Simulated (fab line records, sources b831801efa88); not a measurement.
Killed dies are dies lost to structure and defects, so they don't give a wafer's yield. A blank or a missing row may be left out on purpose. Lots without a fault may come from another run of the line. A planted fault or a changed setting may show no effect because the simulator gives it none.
Which tool did it? | flow sky130 | 12 lots, 36 wafers sampled, at 4 steps of a route of 708

WHAT THE GAUGES READ, wafer by wafer
SKY_VIA3_OVL_MEAS_13. Usual: VIA3_OVL -2 nm, standard deviation 5.5.
lot  | measured     | on         | VIA3_OVL (nm) | flag
L906 | day 39 06:54 | overlay-01 | 5 3 -5        |
L907 | day 39 15:49 | overlay-01 | 0 -6 4        |
L908 | day 40 04:30 | overlay-01 | -4 -7 -1      |
L909 | day 40 05:08 | overlay-01 | 4 -1 4        |
L910 | day 40 12:06 | overlay-01 | -9 -12 -10    |
L911 | day 40 23:05 | overlay-02 | -1 1 -2       |
L913 | day 41 09:05 | overlay-02 | -8 -3 -1      |
L921 | day 44 22:44 | overlay-01 | -6 0 -9       |
L925 | day 45 06:25 | overlay-02 | -7 -6 -2      |
L926 | day 45 08:23 | overlay-02 | 1 -8 -11      |
L928 | day 45 12:38 | overlay-02 | 2 -4 1        |
L929 | day 45 18:26 | overlay-02 | -12 -3 -8     |

SKY_METAL4_CD_MEAS_13: target cd 300 nm. Usual: cd_nm 299.9 nm, standard deviation 1.6.
lot  | measured     | on        | cd_nm (nm)        | flag
L906 | day 41 09:19 | cd_sem-01 | 299.7 298.3 298.0 |
L907 | day 41 16:37 | cd_sem-01 | 298.9 299.9 298.6 |
L908 | day 42 05:15 | cd_sem-02 | 300.6 301.8 300.5 |
L909 | day 42 05:38 | cd_sem-02 | 300.6 300.6 300.2 |
L910 | day 42 14:24 | cd_sem-01 | 300.4 300.4 300.2 |
L911 | day 42 23:05 | cd_sem-01 | 297.2 299.3 298.9 |
L913 | day 43 10:19 | cd_sem-02 | 299.0 298.1 298.5 |
L921 | day 46 18:46 | cd_sem-01 | 301.0 302.8 302.0 |
L925 | day 47 00:46 | cd_sem-01 | 298.4 299.3 297.6 |
L926 | day 47 03:16 | cd_sem-01 | 297.7 298.5 297.3 |
L928 | day 47 07:52 | cd_sem-02 | 302.9 302.6 303.0 |
L929 | day 47 13:26 | cd_sem-02 | 298.5 299.4 297.8 |

SKY_VIA4_OVL_MEAS_11. Usual: VIA4_OVL 0.2 nm, standard deviation 1.6.
lot  | measured     | on         | VIA4_OVL (nm)  | flag
L906 | day 42 10:22 | overlay-02 | 2.3 1.5 2.2    |
L907 | day 42 16:22 | overlay-01 | -0.1 -0.2 1.6  |
L908 | day 43 05:22 | overlay-01 | 0.2 1.3 -0.5   |
L909 | day 43 05:52 | overlay-01 | -2.6 -2.1 -2.2 |
L910 | day 43 14:32 | overlay-02 | 2.0 0.7 -1.3   |
L911 | day 43 22:28 | overlay-02 | 4.5 1.8 2.2    |
L913 | day 44 09:55 | overlay-01 | 0.8 1.9 1.4    |
L921 | day 47 15:31 | overlay-02 | -0.2 -1.4 0.5  |
L925 | day 47 20:49 | overlay-01 | -0.9 0.2 -0.6  |
L926 | day 47 23:40 | overlay-02 | 0.6 -1.3 0.9   |
L928 | day 48 04:10 | overlay-02 | -2.9 -0.2 1.7  |
L929 | day 48 08:58 | overlay-02 | -0.8 -1.6 -0.5 |

WHICH TOOL RAN EACH LOT (tool, then ch and the chambers of the sampled wafers, then the start)
lot  | SKY_METAL4_ETCH_16
L906 | rie_metal-02 ch 0,1, day 41 09:30
L907 | rie_metal-04 ch 0,1, day 41 16:48
L908 | rie_metal-04 ch 0,1, day 42 05:26
L909 | rie_metal-04 ch 0,1, day 42 05:48
L910 | rie_metal-02 ch 0, day 42 14:39
L911 | rie_metal-04 ch 0,1, day 42 23:15
L913 | rie_metal-04 ch 0,1, day 43 10:29
L921 | rie_metal-04 ch 1, day 46 18:56
L925 | rie_metal-04 ch 0,1, day 47 00:57
L926 | rie_metal-03 ch 0,1, day 47 03:26
L928 | rie_metal-02 ch 0,1, day 47 08:02
L929 | rie_metal-02 ch 0,1, day 47 13:37
- SKY_METAL4_ETCH_16: etches BARC in N2/H2, stops on SiO2, time 88.2 s, target depth 60 nm.

WHAT THE TOOLS THEMSELVES READ (means of the sampled wafers that have a number; where no wafer has one, the mark that the record gives instead)
SKY_METAL4_ETCH_16. Usual: drypump_motor_current_A 5.87 A, standard deviation 0.26; h2_flow_sccm 199.9 sccm, standard deviation 0.65; n2_flow_sccm 100.0 sccm, standard deviation 0.31; oes_product_au 0.626 a.u., standard deviation 0.0044; run_length_s 116.2 s, standard deviation 0.42; throttle_valve_pct 13.206 %, standard deviation 0.0082.
lot  | tool         | drypump_motor_current_A (A) | h2_flow_sccm (sccm) | n2_flow_sccm (sccm) | oes_product_au (a.u.) | run_length_s (s) | throttle_valve_pct (%) | flag
L906 | rie_metal-02 | 5.65                        | 200.5               | 100.3               | 0.627                 | 116.4            | 13.205                 |
L907 | rie_metal-04 | 5.78                        | 198.9               | 100.1               | 0.627                 | 115.7            | 13.205                 |
L908 | rie_metal-04 | 5.78                        | 200.0               | 100.2               | 0.621                 | 116.0            | 13.210                 |
L909 | rie_metal-04 | 5.80                        | 200.1               | 99.9                | 0.643                 | 112.0            | 13.206                 | OFF
L910 | rie_metal-02 | 5.52                        | 199.7               | 99.5                | 0.627                 | 116.2            | 13.202                 |
L911 | rie_metal-04 | 5.92                        | 200.1               | 100.0               | 0.647                 | 112.0            | 13.208                 | OFF
L913 | rie_metal-04 | 5.79                        | 199.7               | 99.8                | 0.649                 | 112.1            | 13.199                 | OFF
L921 | rie_metal-04 | 6.02                        | 199.9               | 100.0               | 0.626                 | 115.7            | 13.210                 |
L925 | rie_metal-04 | 5.91                        | 200.4               | 100.1               | 0.624                 | 116.0            | 13.202                 |
L926 | rie_metal-03 | 6.04                        | 200.1               | 100.0               | 0.624                 | 116.3            | 13.212                 |
L928 | rie_metal-02 | 5.59                        | 200.0               | 100.0               | 0.625                 | 116.1            | 13.202                 |
L929 | rie_metal-02 | 5.59                        | 199.7               | 100.2               | 0.626                 | 116.3            | 13.205                 |

THE ANSWER, worked out from the rows above alone
Rule: a lot is off if the mean of its wafers that have a number lies more than 3 standard deviations from the usual mean. A lot without any number at a reading at which 4 lots or more have one is off too. The other lots that the step has rows for count as sound. The gauges are gone through in route order, then the tools' own readings, and for those a lot's mean is taken as printed above. The first step at which some lot is off is used, and at that step the reading that is off furthest; a lot without a number counts as furthest.
Off: L909, L911, L913, at SKY_METAL4_ETCH_16 (run_length_s).
A tool fits if, at that step or a process step before it, it ran every lot that is off, and no sound lot after the first of them. None of those tried fits.

WHAT THE SIMULATOR HAD PUT IN
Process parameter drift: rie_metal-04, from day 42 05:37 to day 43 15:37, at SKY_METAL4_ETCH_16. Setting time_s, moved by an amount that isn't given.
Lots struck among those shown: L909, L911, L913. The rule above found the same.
